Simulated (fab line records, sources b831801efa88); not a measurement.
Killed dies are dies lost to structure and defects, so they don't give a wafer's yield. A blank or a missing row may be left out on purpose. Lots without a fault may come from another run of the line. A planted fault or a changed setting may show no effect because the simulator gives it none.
Chamber matching | flow sfq_line | SFQ_TRILAYER_I0_VIA_ETCH_VIA_ETCH_034 on rie_diel-02: 4 sister chambers
The step etches SiO2 in CHF3, stops on Nb, target depth 260 nm. 4 wafers are shown with their chamber, then 7 later ones without.

WAFERS WITH THEIR CHAMBER
wafer  | chamber | drypump_motor_current_A (A)
L791.4 | 3       | 5.9
L793.3 | 0       | 5.6
L794.2 | 2       | 5.9
L794.3 | 1       | 6.1

WAFERS WITHOUT THEIR CHAMBER
wafer  | drypump_motor_current_A (A)
L794.4 | 5.8
L797.2 | 5.8
L797.5 | 6.1
L797.6 | 5.9
L811.1 | 5.8
L811.2 | 5.5
L811.4 | 6.1

WHICH CHAMBER EACH WENT THROUGH
wafer  | from the rows above          | in truth
L794.4 | can't be placed: 2 or 3 or 0 | 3
L797.2 | can't be placed: 2 or 3 or 0 | 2
L797.5 | 1                            | 1
L797.6 | can't be placed: 2 or 3      | 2
L811.1 | can't be placed: 2 or 3 or 0 | 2
L811.2 | 0                            | 0
L811.4 | 1                            | 1
Placed correctly: 3 of 7. Can't be placed from these rows: 4 (the true chamber is among the candidates in 4). Placed wrongly: 0.
How it was worked out, from the rows above alone: a wafer's distance from a chamber is the root of the sum, over the readings, of the square of ((its reading less the chamber's mean) divided by the reading's scatter). The wafer belongs to the nearest chamber; if the next one is less than 2 further off, it can't be placed. A chamber's mean is the mean of its shown wafers. The scatter: with one shown wafer a chamber, the root of the mean of the squares of how far each hidden wafer lies from its nearest shown one.
